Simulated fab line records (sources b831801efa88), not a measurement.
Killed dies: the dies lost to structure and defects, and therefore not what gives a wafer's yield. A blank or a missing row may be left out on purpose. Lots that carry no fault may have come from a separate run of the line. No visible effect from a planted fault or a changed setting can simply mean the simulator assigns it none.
fab line records    flow sky130
record: lots: 5  wafers: 15  last_day: 50
route steps=708 shown VIA1@460 PAD_OPEN@708
lots untouched by any fault: they come from a run of this same line in which no faults occurred
start_h: start of the lot's first displayed wafer, in hours after the record's first day    wait_h: hours elapsed since this lot's preceding step    " as in the row above    L1.1+2: a single row standing in for several wafers    - no value present, or no start provided    * or withheld: withheld    < > ~ a bound
route shown NAME@n: a module of which the file shows steps, and the number in the route of the first    usual: mean/standard deviation of fault-free wafers    same: alike in all rows    chamber/n: place in a boat    sites: per-site readings    _std_site: how widely they spread, as a standard deviation    _edge_site: the outer-site mean with the inner-site mean subtracted    radius_mm: for every site, how far away it sits from the centre of the wafer    mask NAME#n: copy n    behind: the most recent tool/chamber to have shaped the wafer    hold: why the lot went on hold/how many hours it stayed there/how the hold came to an end    device: whichever transistor did not switch (one of n, p or np)    end of line: the same wafers' tests at the end of the route    a step without rows: its recipe alone    killed: dies that structure and defects cost at the first sort, which is not the same as the wafer's yield    map: shows each die of a wafer: x if killed, . if not, _ if none is there
set.NAME: setting as actually run; set.NAME@STEP: the setting as run at that earlier step    model.NAME: the simulator's own value behind a step, which no gauge read
lots seen at some steps along the route; tables by step, rows by wafer
services: a tool's chamber out of use, with start hour (start_h, from the record's first day; less than 0 if before it), hours out, and reason
== steps ==
step: SKY_VIA1_CMP_02
recipe: material: SiO2  down_force_psi: 4  platen_rpm: 60  pad_velocity_m_s: 0.94248
usual: motor_current_A: 11.5/1.6  platen_rpm: 60.00/0.043
lot.wafer  tool    chamber  start_h  wait_h  motor_current_A  platen_rpm
L766.1     cmp-01  2        772.78   0.1     13.5             60.01
L766.3     "       3        "        "       10.9             60.00
L766.6     "       1        "        "       12.3             59.93
L772.1     cmp-01  1        824.03   0.1     11.7             59.93
L772.3     "       2        "        "       13.1             59.99
L772.6     "       2        "        "       13.1             60.04
L778.4     cmp-02  0        864.26   0.1     9.1              60.03
L778.1     "       1        "        "       11.5             59.98
L778.5     "       3        "        "       11.8             59.99
L779.1     cmp-02  2        866.26   0.1     13.7             59.98
L779.2     "       3        "        "       11.2             59.96
L779.4     "       0        "        "       8.6              60.00
L787.4     cmp-02  2        920.05   0.0     13.9             60.03
L787.5     "       2        "        "       14.5             59.96
L787.6     "       3        "        "       11.7             60.01
step: SKY_VIA1_BOW_MEAS_03
recipe: mode: bow
usual: VIA1_BOW: 80/6.5
lot.wafer  tool           chamber  start_h  wait_h  VIA1_BOW[um]
L766.1     film_metro-04  -        773.03   0.2     72
L766.3     "              -        "        "       78
L766.6     "              -        "        "       87
L772.1     film_metro-04  -        824.33   0.2     88
L772.3     "              -        "        "       81
L772.6     "              -        "        "       77
L778.1     film_metro-03  -        864.46   0.1     84
L778.4     "              -        "        "       76
L778.5     "              -        "        "       83
L779.1     film_metro-02  -        866.56   0.2     81
L779.2     "              -        "        "       80
L779.4     "              -        "        "       77
L787.4     film_metro-03  -        920.41   0.3     89
L787.5     "              -        "        "       81
L787.6     "              -        "        "       82
step: SKY_VIA1_DEHYDRATE_04
recipe: temp_c: 200  time_s: 60
step: SKY_VIA1_HMDS_05
recipe: prime_time_s: 60  prime_temp_c: 120
step: SKY_VIA1_COAT_06
recipe: resist: BARC  temp_c: withheld  time_s: withheld  spin_rpm: 3000  resist_thk_nm: 60
step: SKY_VIA1_COAT_07
recipe: resist: KrF-thick  spin_rpm: 3000  resist_thk_nm: 450
step: SKY_VIA1_SOFTBAKE_08
recipe: temp_c: 100  time_s: 90  resist: KrF-thick
step: SKY_VIA1_EXPOSE_09
recipe: mask_id: VIM  na: 0.8  source_shape: annular  sigma_inner: 0.55  sigma_outer: 0.85  target_cd_nm: 150  dose_mj: 38
step: SKY_VIA1_PEB_10
recipe: peb_temp_c: withheld  peb_time_s: withheld  resist: KrF-thick
step: SKY_VIA1_DEVELOP_11
recipe: develop_time_s: 60  resist: KrF-thick  dev_temp_c: 21
step: SKY_VIA1_CD_MEAS_12
recipe: target_cd_nm: 150
usual: cd_nm: 149.9/1.5
lot.wafer  tool       chamber  start_h  wait_h  cd_nm
L766.1     cd_sem-01  -        798.80   -       153.0
L766.3     "          -        "        "       151.1
L766.6     "          -        "        "       151.2
L772.1     cd_sem-02  -        850.35   -       149.2
L772.3     "          -        "        "       147.3
L772.6     "          -        "        "       147.5
L778.1     cd_sem-01  -        890.30   -       152.3
L778.4     "          -        "        "       151.9
L778.5     "          -        "        "       151.3
L779.1     cd_sem-01  -        892.98   -       151.6
L779.2     "          -        "        "       151.1
L779.4     "          -        "        "       150.8
L787.4     cd_sem-02  -        945.66   -       149.2
L787.5     "          -        "        "       147.0
L787.6     "          -        "        "       148.3
step: SKY_VIA1_OVL_MEAS_13
usual: VIA1_OVL: 0/5
lot.wafer  tool        chamber  start_h  wait_h  VIA1_OVL[nm]
L766.1     overlay-02  -        798.92   0.1     5
L766.3     "           -        "        "       -3
L766.6     "           -        "        "       0
L772.1     overlay-02  -        850.47   0.1     4
L772.3     "           -        "        "       5
L772.6     "           -        "        "       -2
L778.1     overlay-01  -        890.42   0.1     -1
L778.4     "           -        "        "       2
L778.5     "           -        "        "       -3
L779.1     overlay-01  -        893.10   0.1     3
L779.2     "           -        "        "       -10
L779.4     "           -        "        "       -4
L787.4     overlay-01  -        945.74   0.1     4
L787.5     "           -        "        "       1
L787.6     "           -        "        "       0
step: SKY_VIA1_ETCH_14
recipe: chemistry: N2/H2  target: BARC  ion_energy_ev: 200  source_w: 500  bias_w: 100  pressure_mtorr: 30  n2_flow_sccm: 100  h2_flow_sccm: 200  stop_on: SiO2  time_s: 45.9  target_depth_a: 600
usual: chamber_pressure_mTorr: 29.999/0.028  drypump_motor_current_A: 5.8/0.35  oes_product_au: 0.854/0.0047  throttle_valve_pct: 13.224/0.0094
lot.wafer  tool         chamber  start_h  wait_h  chamber_pressure_mTorr  drypump_motor_current_A  oes_product_au  rf_hours_counter_h  throttle_valve_pct  model.KrF-thick_of_VIA1_COAT_07.thk_nm
L766.1     rie_diel-01  0        798.96   0.0     30.010                  6.1                      0.855           8                   13.225              393.2
L766.3     "            3        "        "       30.019                  5.0                      0.855           20                  13.222              395.3
L766.6     "            3        "        "       29.959                  5.0                      0.855           -                   13.242              394.9
L772.1     rie_diel-01  3        850.51   0.0     30.034                  5.0                      0.851           22                  13.235              392.5
L772.3     "            2        "        "       30.000                  5.6                      0.860           11                  13.238              391.5
L772.6     "            0        "        "       29.997                  6.1                      0.855           -                   13.220              391.5
L778.1     rie_diel-02  0        890.46   0.0     30.020                  6.0                      0.855           8                   13.218              392.6
L778.4     "            3        "        "       29.948                  6.0                      0.857           24                  13.226              391
L778.5     "            3        "        "       30.021                  6.0                      0.852           -                   13.224              392
L779.1     rie_diel-02  1        893.13   0.0     29.990                  6.1                      0.849           15                  13.212              392.1
L779.2     "            2        "        "       30.053                  6.1                      0.850           9                   13.212              393.6
L779.4     "            3        "        "       29.969                  6.0                      0.862           24                  13.218              390.4
L787.4     rie_diel-03  0        945.78   0.0     29.985                  6.0                      0.849           -                   13.218              392.6
L787.5     "            3        "        "       30.006                  5.7                      0.852           -                   13.215              393.2
L787.6     "            1        "        "       30.043                  5.7                      0.851           -                   13.222              393.8
step: SKY_VIA1_ETCH_15
recipe: target: SiO2  chemistry: C4F8/O2/Ar  target_depth_nm: 351  stop_on: TiN  mask_material: KrF-thick  source_w: 1500  bias_w: 1200  pressure_mtorr: 40  c4f8_flow_sccm: withheld  O2_flow_sccm: 6  Ar_flow_sccm: 300  time_s: 54
usual: chamber_pressure_mTorr: 40.00/0.036  oes_product_au: 0.981/0.0059
lot.wafer  tool         chamber  start_h  wait_h  chamber_pressure_mTorr  oes_product_au  rf_hours_counter_h
L766.1     rie_diel-01  0        799.00   0.0     40.04                   0.976           8
L766.3     "            3        "        "       40.02                   0.977           20
L766.6     "            3        "        "       40.00                   0.979           -
L772.1     rie_diel-01  3        850.55   0.0     39.95                   0.983           22
L772.3     "            2        "        "       39.97                   0.988           11
L772.6     "            0        "        "       40.01                   0.981           -
L778.1     rie_diel-02  0        890.50   0.0     40.00                   0.981           8
L778.4     "            3        "        "       40.03                   0.981           24
L778.5     "            3        "        "       40.00                   0.976           -
L779.1     rie_diel-02  1        893.18   0.0     39.97                   0.982           15
L779.2     "            2        "        "       39.99                   0.983           9
L779.4     "            3        "        "       39.97                   0.971           24
L787.4     rie_diel-03  0        945.82   0.0     39.99                   0.984           -
L787.5     "            3        "        "       39.98                   0.977           -
L787.6     "            1        "        "       39.95                   0.980           -
step: SKY_PAD_OPEN_PROBE_99
usual: defect_limited_yield: 82.2/1.9  killed_at_M0_to_M3: 44/6.6  killed_at_M4_up: 3.4/1.9  killed_at_contacts: 25/5.6  killed_at_front_end: 15/4.6  killed_at_other: 0.3/0.6  killed_dies: 88/9.5  killed_open: 47/7.1  killed_short: 40/6.4  sort_bin_3_pad_short: 1.0/0.47  sort_bin_5_function: 10.4/1.4  sort_bin_6_memory: 6.4/1.1  sort_n_pass: 404/9.5  sort_yield_pct: 82.2/1.9
same: gross_dies: 492  killed_at_back_side: 0  sort_bin_4_leakage[%]: 0  sort_bin_8_speed[%]: 0
lot.wafer  tool       chamber  start_h  wait_h  defect_limited_yield[%]  killed_at_M0_to_M3  killed_at_M4_up  killed_at_contacts  killed_at_front_end  killed_at_other  killed_dies  killed_open  killed_short  sort_bin_3_pad_short[%]  sort_bin_5_function[%]  sort_bin_6_memory[%]  sort_n_pass  sort_yield_pct[%]
L766.1     prober-01  -        1082.58  0.1     85.0                     48                  2                16                  8                    0                74           45           29            1.0                      8.5                     5.5                   418          85.0
L766.3     prober-01  -        1082.68  0.2     80.9                     52                  2                23                  16                   1                94           52           42            1.0                      10.8                    7.3                   398          80.9
L766.6     prober-01  -        1082.83  0.2     82.3                     46                  2                26                  12                   1                87           41           46            0.8                      9.1                     7.7                   405          82.3
L772.1     prober-01  -        1119.58  0.1     84.1                     43                  1                23                  10                   1                78           43           34            0.4                      8.7                     6.7                   414          84.1
L772.3     prober-01  -        1119.68  0.2     82.5                     44                  4                19                  18                   1                86           41           44            0.2                      10.0                    7.3                   406          82.5
L772.6     prober-01  -        1119.83  0.2     83.5                     46                  0                21                  14                   0                81           44           36            1.4                      8.9                     6.1                   411          83.5
killed by level:class
L766.1 VIA1:geometric_particle:open=18 VIA2:geometric_particle:open=6 METAL1:geometric_particle:short=6 LI_CONTACT:geometric_particle:open=5 CONTACT:geometric_particle:open=5 VIA3:geometric_particle:short=4 VIA3:geometric_particle:open=4 LI_CONTACT:geometric_particle:short=3
L766.3 VIA1:geometric_particle:open=14 CONTACT:geometric_particle:open=9 METAL2:geometric_particle:short=8 VIA3:geometric_particle:open=7 CONTACT:geometric_particle:short=6 METAL1:geometric_particle:short=6 POLY_GATE:geometric_particle:open=5 VIA1:geometric_particle:short=4
L766.6 VIA1:geometric_particle:short=12 CONTACT:geometric_particle:open=10 VIA1:geometric_particle:open=8 METAL2:geometric_particle:short=6 VIA2:geometric_particle:open=6 FIELD_ISO:geometric_particle:short=5 LI_CONTACT:geometric_particle:open=5 METAL1:geometric_particle:short=5
L772.1 VIA3:geometric_particle:open=14 LOCAL_INTERCONNECT:geometric_particle:short=7 VIA1:geometric_particle:open=7 CONTACT:geometric_particle:short=7 METAL2:geometric_particle:short=5 VIA2:geometric_particle:open=5 CONTACT:geometric_particle:open=4 FIELD_ISO:geometric_particle:open=3
L772.3 METAL1:geometric_particle:short=11 CONTACT:geometric_particle:open=10 VIA1:geometric_particle:open=8 POLY_GATE:geometric_particle:short=7 VIA3:geometric_particle:open=6 METAL2:geometric_particle:short=5 VIA2:geometric_particle:open=4 FIELD_ISO:geometric_particle:open=3
L772.6 VIA1:geometric_particle:open=11 CONTACT:geometric_particle:open=7 LOCAL_INTERCONNECT:geometric_particle:short=5 METAL1:geometric_particle:short=5 VIA1:geometric_particle:short=5 VIA3:geometric_particle:open=5 POLY_GATE:geometric_particle:open=4 POLY_GATE:geometric_particle:short=4
== services ==
tool         chamber  start_h  hours  kind
cmp-02       -        749.54   1.4    repair
cmp-01       -        751.61   3.9    repair
rie_diel-01  3        770.48   11.2   repair
cmp-02       -        776.42   4.0    pm
cmp-02       -        780.72   9.0    pm
cmp-02       -        786.88   0.6    repair
cmp-01       -        789.75   6.3    pm
cmp-02       -        802.63   0.2    repair
cmp-01       -        804.65   0.5    repair
rie_diel-03  -        809.42   0.3    repair
cmp-01       -        809.70   0.7    repair
cmp-01       -        810.38   6.3    pm
rie_diel-03  3        819.27   6.7    repair
cmp-02       -        820.30   1.1    repair
cmp-01       -        825.64   0.5    repair
cmp-02       -        829.77   7.2    repair
cmp-02       -        866.59   2.9    repair
cmp-01       -        895.45   2.0    repair
cmp-01       -        902.48   10.3   repair
rie_diel-03  0        903.82   3.5    repair
cmp-01       -        912.76   4.0    pm
cmp-01       -        916.08   2.1    repair
rie_diel-01  -        923.17   4.3    pm
rie_diel-03  2        943.44   9.9    repair
== key ==
first_sign none at tools or gauges
model_effect: step: SKY_VIA1_ETCH_14  value: KrF-thick_of_VIA1_COAT_07.thk_nm  without: 392.5  struck: 390.4
met_at SKY_VIA1_ETCH_14
struck_wafers L779.4
onset_between 890.46 893.13
fault: kind: process_parameter_drift  tool: rie_diel-02  chamber: 3  onset_h: 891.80  steps: SKY_VIA1_ETCH_14  channel: ion_energy_ev  offset: 32  shape: step  end_h: 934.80  acts_in: these_recipes_only  stated: 200
